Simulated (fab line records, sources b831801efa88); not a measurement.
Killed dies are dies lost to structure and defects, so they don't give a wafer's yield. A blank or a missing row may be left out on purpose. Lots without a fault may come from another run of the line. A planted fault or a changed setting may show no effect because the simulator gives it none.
Chamber matching | flow sky130 | SKY_VIA4_ETCH_12 on rie_diel-02: 3 sister chambers
The step etches SiO2 in C4F8/O2/Ar, stops on TiN, target depth 580 nm. 5 wafers are shown with their chamber, then 7 later ones without.

WAFERS WITH THEIR CHAMBER
wafer  | chamber | chamber_pressure_mTorr (mTorr) | oes_product_au (a.u.)
L089.6 | 1       | 39.93                          | 0.925
L092.3 | 0       | 39.99                          | 0.923
L092.6 | 2       | 39.97                          | 0.928
L094.2 | 0       | 39.96                          | 0.924
L094.3 | 2       | 40.04                          | 0.927

WAFERS WITHOUT THEIR CHAMBER
wafer  | chamber_pressure_mTorr (mTorr) | oes_product_au (a.u.)
L094.5 | 40.02                          | 0.927
L095.1 | 39.96                          | 0.929
L095.2 | 39.99                          | 0.920
L095.4 | 39.99                          | 0.918
L096.1 | 40.01                          | 0.922
L096.2 | 39.99                          | 0.922
L096.4 | 39.98                          | 0.928

WHICH CHAMBER EACH WENT THROUGH
wafer  | from the rows above | in truth
L094.5 | 2                   | 2
L095.1 | 2                   | 2
L095.2 | 0                   | 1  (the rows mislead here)
L095.4 | 0                   | 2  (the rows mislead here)
L096.1 | 0                   | 0
L096.2 | 0                   | 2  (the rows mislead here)
L096.4 | 2                   | 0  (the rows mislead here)
Placed correctly: 3 of 7. Can't be placed from these rows: 0. Placed wrongly: 4.
How it was worked out, from the rows above alone: a wafer's distance from a chamber is the root of the sum, over the readings, of the square of ((its reading less the chamber's mean) divided by the reading's scatter). The wafer belongs to the nearest chamber; if the next one is less than 2 further off, it can't be placed. A chamber's mean is the mean of its shown wafers. The scatter: the root of (the sum of the squares of (reading less its chamber's mean) over the shown wafers, divided by (wafers less chambers)).
